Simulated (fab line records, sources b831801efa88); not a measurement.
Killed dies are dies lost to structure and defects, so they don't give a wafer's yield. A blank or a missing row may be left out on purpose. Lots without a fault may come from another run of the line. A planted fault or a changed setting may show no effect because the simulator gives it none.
Chamber matching | flow sfq_line | SFQ_TRILAYER_I2_VIA_BARC_OPEN_VIA_ETCH_096 on rie_diel-04: 4 sister chambers
The step etches BARC in O2, target depth 125 nm, time 41.7 s. 16 wafers are shown with their chamber, then 8 later ones without.

WAFERS WITH THEIR CHAMBER
wafer  | chamber | drypump_motor_current_A (A) | run_length_s (s) | oes_product_au (a.u.)
L989.1 | 1       | 5.2                         | 69.4             | 0.689
L989.2 | 2       | 6.5                         | 70.3             | 0.685
L989.6 | 0       | 6.3                         | 69.9             | 0.685
L992.1 | 1       | 5.2                         | 69.5             | 0.689
L992.5 | 2       | 6.4                         | 70.5             | 0.686
L992.6 | 3       | 6.7                         | 70.2             | 0.685
L994.1 | 1       | 5.2                         | 69.3             | 0.683
L994.3 | 2       | 6.5                         | 70.4             | 0.692
L994.4 | 3       | 6.7                         | 70.5             | 0.684
L995.1 | 1       | 5.2                         | 70.1             | 0.684
L995.2 | 3       | 6.7                         | 70.7             | 0.681
L995.4 | 0       | 6.3                         | 70.0             | 0.680
L996.4 | 3       | 6.7                         | 70.2             | 0.679
L996.5 | 0       | 6.3                         | 69.9             | 0.686
L996.6 | 1       | 5.2                         | 69.3             | 0.681
L998.2 | 0       | 6.3                         | 70.7             | 0.680

SIGNATURES (means of the wafers above)
reading                 | chamber 0 | chamber 1 | chamber 2 | chamber 3 | scatter within a chamber
drypump_motor_current_A | 6.300     | 5.200     | 6.467     | 6.700     | 0.0236
run_length_s            | 70.125    | 69.520    | 70.400    | 70.400    | 0.302
oes_product_au          | 0.68275   | 0.68520   | 0.68767   | 0.68225   | 0.00335
Rule: a wafer's distance from a chamber is the root of the sum, over the readings, of the square of ((its reading less the chamber's mean) divided by the reading's scatter). The wafer belongs to the nearest chamber; if the next one is less than 2 further off, it can't be placed. The scatter: the root of (the sum of the squares of (reading less its chamber's mean) over the shown wafers, divided by (wafers less chambers)).

WAFERS WITHOUT THEIR CHAMBER
wafer  | drypump_motor_current_A (A) | run_length_s (s) | oes_product_au (a.u.)
L998.4 | 5.2                         | 69.5             | 0.694
L998.5 | 6.5                         | 70.6             | 0.690
L101.1 | 5.3                         | 69.3             | 0.690
L101.3 | 6.3                         | 70.2             | 0.687
L101.4 | 5.3                         | 69.4             | 0.679
L111.1 | 6.7                         | 70.2             | 0.682
L111.3 | 6.5                         | 70.8             | 0.679
L111.4 | 6.3                         | 70.2             | 0.687

WHICH CHAMBER EACH WENT THROUGH
wafer  | from the rows above | in truth
L998.4 | 1                   | 1
L998.5 | 2                   | 2
L101.1 | 1                   | 1
L101.3 | 0                   | 0
L101.4 | 1                   | 1
L111.1 | 3                   | 3
L111.3 | 2                   | 2
L111.4 | 0                   | 0
Placed correctly: 8 of 8. Can't be placed from these rows: 0. Placed wrongly: 0.
